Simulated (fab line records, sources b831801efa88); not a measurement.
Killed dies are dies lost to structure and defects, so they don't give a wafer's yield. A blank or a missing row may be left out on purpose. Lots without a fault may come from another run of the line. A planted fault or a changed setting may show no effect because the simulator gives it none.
Chamber matching | flow gf180mcu | GF_CONTACT_CMP_27 on cmp-02: 4 sister chambers
The step polishes, stops on SiO2, t overpolish 15 s, target thk 0 nm. 16 wafers are shown with their chamber, then 8 later ones without.

WAFERS WITH THEIR CHAMBER
wafer  | chamber | motor_current_A (A) | slurry_filter_dp_kPa (kPa) | time_to_endpoint_s (s)
L613.1 | 2       | 11.2                | 13.45                      | 75.6
L613.3 | 0       | 9.8                 | 13.39                      | 72.4
L613.6 | 1       | 11.0                | 13.53                      | 74.2
L615.2 | 0       | 10.1                | 13.35                      | 71.0
L615.4 | 1       | 11.0                | 13.64                      | 67.5
L615.6 | 0       | 9.6                 | 13.48                      | 68.3
L616.1 | 0       | 10.1                | 13.39                      | 75.4
L616.3 | 1       | 11.3                | 13.37                      | 72.5
L616.6 | 1       | 11.5                | 13.61                      | 71.3
L617.2 | 3       | 9.4                 | 13.55                      | 75.1
L617.3 | 0       | 10.2                | 13.45                      | 73.8
L617.6 | 3       | 9.8                 | 13.81                      | 75.1
L628.1 | 2       | 11.5                | 13.54                      | 68.7
L628.2 | 0       | 9.7                 | 13.57                      | 70.7
L628.4 | 3       | 9.5                 | 13.63                      | 71.2
L629.1 | 0       | 9.4                 | 13.53                      | 68.2

SIGNATURES (means of the wafers above)
reading              | chamber 0 | chamber 1 | chamber 2 | chamber 3 | scatter within a chamber
motor_current_A      | 9.843     | 11.200    | 11.350    | 9.567     | 0.266
slurry_filter_dp_kPa | 13.4514   | 13.5375   | 13.4950   | 13.6633   | 0.101
time_to_endpoint_s   | 71.400    | 71.375    | 72.150    | 73.800    | 2.91
Rule: a wafer's distance from a chamber is the root of the sum, over the readings, of the square of ((its reading less the chamber's mean) divided by the reading's scatter). The wafer belongs to the nearest chamber; if the next one is less than 2 further off, it can't be placed. The scatter: the root of (the sum of the squares of (reading less its chamber's mean) over the shown wafers, divided by (wafers less chambers)).

WAFERS WITHOUT THEIR CHAMBER
wafer  | motor_current_A (A) | slurry_filter_dp_kPa (kPa) | time_to_endpoint_s (s)
L629.4 | 10.7                | 13.58                      | 72.6
L629.5 | 11.6                | 13.73                      | 68.6
L630.2 | 11.5                | 13.36                      | 72.3
L630.4 | 10.2                | 13.53                      | 71.5
L630.5 | 9.2                 | 13.47                      | 74.5
L631.1 | 9.5                 | 13.75                      | 71.3
L631.2 | 10.4                | 13.50                      | 71.4
L631.3 | 11.7                | 13.30                      | 68.8

WHICH CHAMBER EACH WENT THROUGH
wafer  | from the rows above               | in truth
L629.4 | can't be placed: 1 or 2 or 0      | 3
L629.5 | can't be placed: 1 or 2           | 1
L630.2 | can't be placed: 2 or 1           | 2
L630.4 | can't be placed: 0 or 3           | 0
L630.5 | can't be placed: 3 or 0           | 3
L631.1 | can't be placed: 3 or 0           | 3
L631.2 | can't be placed: 0 or 1 or 2 or 3 | 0
L631.3 | can't be placed: 2 or 1           | 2
Placed correctly: 0 of 8. Can't be placed from these rows: 8 (the true chamber is among the candidates in 7). Placed wrongly: 0.
